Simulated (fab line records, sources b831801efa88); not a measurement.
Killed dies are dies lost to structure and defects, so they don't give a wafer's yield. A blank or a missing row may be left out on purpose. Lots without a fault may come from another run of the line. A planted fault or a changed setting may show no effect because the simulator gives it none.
A struck lot beside a sound one | flow gf180mcu | 13 steps out of a route of 602
Sound: wafers L440.2, L440.3, L440.5. Struck: wafers L449.1, L449.4, L449.6. The cause comes at the end.
At each step with rows: each side's tool, then ch and its chambers, then its first start. Under that, the readings that differ: sound wafers | struck wafers | difference of the means | sigmas: that difference in standard deviations of wafers without a fault.
alike: readings whose means differ by less than 2 such deviations, and words and numbers that are the same on both sides. not compared: withheld readings, readings that some wafer has no value for, bounds like >300 that may hide the same value, and numbers for which the record gives no deviation and whose values overlap.
The two part at a step that has a row with sigmas, a row that says differs or no value, or rows on one side only. Numbers that don't overlap but have no deviation are shown without sigmas and don't part them. A reading that every wafer of one side lacks parts them only if that side has two wafers or more.

GF_V2_CD_MEAS_14: target cd 260 nm.
  sound on cd_sem-01, day 22 11:30; struck on cd_sem-01, day 25 16:56
  alike: cd_nm
GF_V2_OVL_MEAS_15:
  sound on overlay-02, day 22 11:36; struck on overlay-02, day 25 17:04
  alike: V2_OVL
GF_V2_ETCH_16: etches BARC in N2/H2.
  sound on rie_diel-04 ch 1,3, day 22 11:38; struck on rie_diel-04 ch 0,2, day 25 17:05
  alike: drypump_motor_current_A, n2_flow_sccm, oes_product_au, throttle_valve_pct
GF_V2_ETCH_17: etches SiO2 in C4F8/O2/Ar, stops on TiN, target depth 630 nm.
  sound on rie_diel-04 ch 1,3; struck on rie_diel-04 ch 0,2
  alike: oes_product_au
GF_V2_STRIP_18: strips in O2/N2.
  sound on plasma_asher-03 ch 0,1, day 22 11:46; struck on plasma_asher-03 ch 0,1, day 25 17:13
  alike: drypump_motor_current_A, heater_power_w, n2_flow_sccm, oes_product_au
  not compared: rf_hours_counter_h
then, 2 steps without rows for these wafers: GF_V2_STRIP_19 (strips in post etch residue remover, time 1200 s); GF_V2_CLEAN_20 (cleans in DIW).
GF_V2_SPUTTER_21: material Ti, target thk 15 nm, time 80.02 s.
  sound on pvd_sputter-02, day 22 12:18; struck on pvd_sputter-02, day 25 17:45
  alike: substrate_temp_c, throttle_valve_pct
GF_V2_SPUTTER_22: material TiN, target thk 10 nm, time 40 s.
  sound on pvd_sputter-02, day 22 12:22; struck on pvd_sputter-02, day 25 17:49
  alike: throttle_valve_pct
then, 1 step without rows for these wafers: GF_V2_CVD_23 (deposits W, target thk 350 nm, time 104.94 s).
GF_V2_RS_MEAS_24: measures by four-point-probe.
  sound on film_metro-04, day 22 12:32; struck on film_metro-01, day 25 17:58
  alike: V2_W_RS
GF_V2_THK_MEAS_25: measures by xrf.
  sound on film_metro-04, day 22 12:38; struck on film_metro-01, day 25 18:05
  alike: V2_W_THK
GF_V2_CMP_26: polishes, stops on SiO2, t overpolish 15 s, target thk 0 nm.
  sound on cmp-02 ch 0,2,3, day 22 12:47; struck on cmp-01 ch 1,2, day 25 18:09
  no value came back on the struck wafers for any of 5 readings (edge_zone_pressure_frac, head_pressure_psi (psi) and others); on the sound wafers edge_zone_pressure_frac reads 0.999 1.006 1.002
  reading                             | sound             | struck          | difference | sigmas
  model.W_of_V2_CVD_23.thk_nm (nm)    | 0 0 0             | 347.9 351.2 352 | +350.4     |
  model.SiO2_of_V2_CVD_02.thk_nm (nm) | 629.5 627.8 629.4 | 629.8 632 633.5 | +2.9       |

WHERE THEY PART
Only at GF_V2_CMP_26, within this record.

WHY: what the simulator had put in
Skipped step whole: cmp-01, from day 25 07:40 on, at GF_V2_CMP_26. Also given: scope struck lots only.
